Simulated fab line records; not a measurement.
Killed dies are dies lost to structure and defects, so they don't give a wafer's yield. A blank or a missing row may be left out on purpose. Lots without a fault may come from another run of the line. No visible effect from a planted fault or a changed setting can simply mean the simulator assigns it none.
Problem report in the 8D (eight disciplines) form, filled by code || flow sfq_line || the parts of the form that need people (team, actions taken, sign-off) are left out

1. WHAT IS WRONG
rf_fwd_power_W at SFQ_TRILAYER_I3_DEP_PECVD_081 reads a mean of 255.5 W on 9 wafers of 3 lots; wafers without a fault read 182.3 W with a standard deviation of 0.6. That is +99 or more standard deviations from the usual mean.
The step: deposits SiO2 from SiH4/N2O, time 111.11 s, target thk 500 nm.
First seen on wafer L501.1, day 38 06:38, on pecvd-02. The record holds 45 wafers of 15 lots with a number at this step. The rule behind "out" and "out of limits": a value lying over 4 standard deviations away from the usual mean. The rest of the wafers with a number are treated as sound.

2. WHAT IT IS; WHAT IT IS NOT
{"question": "which readings at this step", "is": "rf_fwd_power_W", "is not": "throttle_valve_pct"}
{"question": "which lots", "is": "L501, L505, L507", "is not": "L493, L494, L496, L497, L498, L504, L506, L509, L511, L512, L514, L515"}
{"question": "which wafers of those lots", "is": "all that have a number", "is not": "-"}
{"question": "read on which tools", "is": "pecvd-02", "is not": "pecvd-03, pecvd-04"}
{"question": "when", "is": "from day 38 06:38", "is not": "up to then (15 sound wafers); but 21 sound wafers of L504, L506, L509, L511, L512, L514, L515 came after"}

3. WHAT RULES OUT EACH SUSPECT
Counting: any tool at a process step up to the reading is kept as a suspect provided that every lot that is out went through it and no sound lot did after the first of them.
- pvd_sputter-03 at SFQ_TRILAYER_L0_DEP_SPUTTER_003 (material MoNx KI, target thk 40 nm, time 100 s): ruled out as a lasting fault. After its first lot that is out, L501 (day 3 09:29), sound lots L506, L511 ran on it.
- pecvd-02 at SFQ_TRILAYER_I3_DEP_PECVD_081 (deposits SiO2 from SiH4/N2O, time 111.11 s, target thk 500 nm): kept. It processed each lot that is out, first L501 at day 38 06:38, and no sound lot thereafter; up to then, the last sound lot it processed was L497 at day 26 19:59. Its own readings are out on those wafers: rf_fwd_power_W.
After counting, what remains is pecvd-02 at SFQ_TRILAYER_I3_DEP_PECVD_081.

4. THE CAUSE (what the simulator had put in)
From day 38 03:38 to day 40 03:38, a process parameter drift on pecvd-02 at SFQ_TRILAYER_I3_DEP_PECVD_081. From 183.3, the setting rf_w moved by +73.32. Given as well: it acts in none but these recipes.
After counting, this tool was the only one left.

5. THE EFFECT CHAIN, in route order
One row per reading whose mean, taken over the struck wafers that have a number, lies over 3 standard deviations from the usual. Only readings whose record carries a usual standard deviation are examined. hours: median over the lots of the time between each lot's start at the first step of this table that gives one and its start at this step. sigmas: the change, counted in usual standard deviations.
{"hours": 0, "step": "SFQ_TRILAYER_I3_DEP_PECVD_081", "reading": "rf_fwd_power_W", "usual": "182.3 W", "on struck wafers": 255.5, "change": "+73.2", "sigmas": "+99 or more"}
{"hours": 0, "step": "SFQ_TRILAYER_I3_DEP_PECVD_081", "reading": "showerhead_vpp_V", "usual": "820 V", "on struck wafers": 1027, "change": "+207", "sigmas": "+4.6"}
{"hours": 1, "step": "SFQ_TRILAYER_I3_CMP_CMP_082", "reading": "time_to_endpoint_s", "usual": "213 s", "on struck wafers": 248, "change": "+35", "sigmas": "+4.8"}
Here are the process steps it includes:
- SFQ_TRILAYER_I3_DEP_PECVD_081: deposits SiO2 from SiH4/N2O, time 111.11 s, target thk 500 nm.
- SFQ_TRILAYER_I3_CMP_CMP_082: polishes SiO2.

6. WHAT WOULD HAVE CAUGHT IT SOONER
First out-of-limits reading in this record: day 38 06:38, which is 3 hours after fault onset at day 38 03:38.
